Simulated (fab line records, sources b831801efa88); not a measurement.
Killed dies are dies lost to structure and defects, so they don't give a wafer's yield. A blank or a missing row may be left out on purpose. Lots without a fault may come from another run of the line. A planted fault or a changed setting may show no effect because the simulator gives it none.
One fault seen from 2 desks | flow gf180mcu | each desk has only its own numbers; what lay behind them comes last

THE TOOL OWNER'S DESK: pvd_sputter-01
The tool's own readings at GF_M1_SPUTTER_01 (material TiN, target thk 30 nm, time 25 s): means of the sampled wafers that have a number, for each lot that ran on this tool. A lot is out of limits, marked OUT, if its mean lies more than 4 standard deviations from the usual mean; the brackets give that distance.
Columns: A = throttle_valve_pct at GF_M1_SPUTTER_01, usual 30.2 %
lot  | first seen here | A
L939 | day 19 17:08    | 30.3
L941 | day 20 08:03    | 30.7
L946 | day 22 18:10    | 31.3
L949 | day 23 08:26    | 30.2
This desk's finding: nothing out of limits on any of the 4 lots.

THE METROLOGY DESK
What the gauges read, lot by lot, whatever tool the lot ran on: means of the sampled wafers that have a number. A lot is out of limits, marked OUT, if its mean lies more than 4 standard deviations from the usual mean; the brackets give that distance.
Columns: A = CONTACT_W_RS at GF_CONTACT_RS_MEAS_25, usual 0.381 ohm/sq; B = M1_OVL at GF_M1_OVL_MEAS_15, usual -2 nm
lot  | first seen here | A     | B
L930 | day 15 21:08    | 0.384 | -2
L931 | day 16 08:37    | 0.379 | 1
L939 | day 19 16:34    | 0.378 | -8
L941 | day 20 07:29    | 0.385 | -7
L943 | day 21 06:20    | 0.379 | 2
L944 | day 21 15:29    | 0.376 | -2
L945 | day 22 04:22    | 0.389 | -10
L946 | day 22 10:50    | 0.380 | -1
L948 | day 22 22:54    | 0.380 | 3
L949 | day 23 07:53    | 0.377 | 5
L951 | day 24 00:34    | 0.379 | -1
L952 | day 24 03:10    | 0.375 | -3
This desk's finding: nothing out of limits on any of the 12 lots.

PUT TOGETHER
The tool owner's desk saw nothing out of limits.
The metrology desk saw nothing out of limits.

WHAT THE SIMULATOR HAD PUT IN
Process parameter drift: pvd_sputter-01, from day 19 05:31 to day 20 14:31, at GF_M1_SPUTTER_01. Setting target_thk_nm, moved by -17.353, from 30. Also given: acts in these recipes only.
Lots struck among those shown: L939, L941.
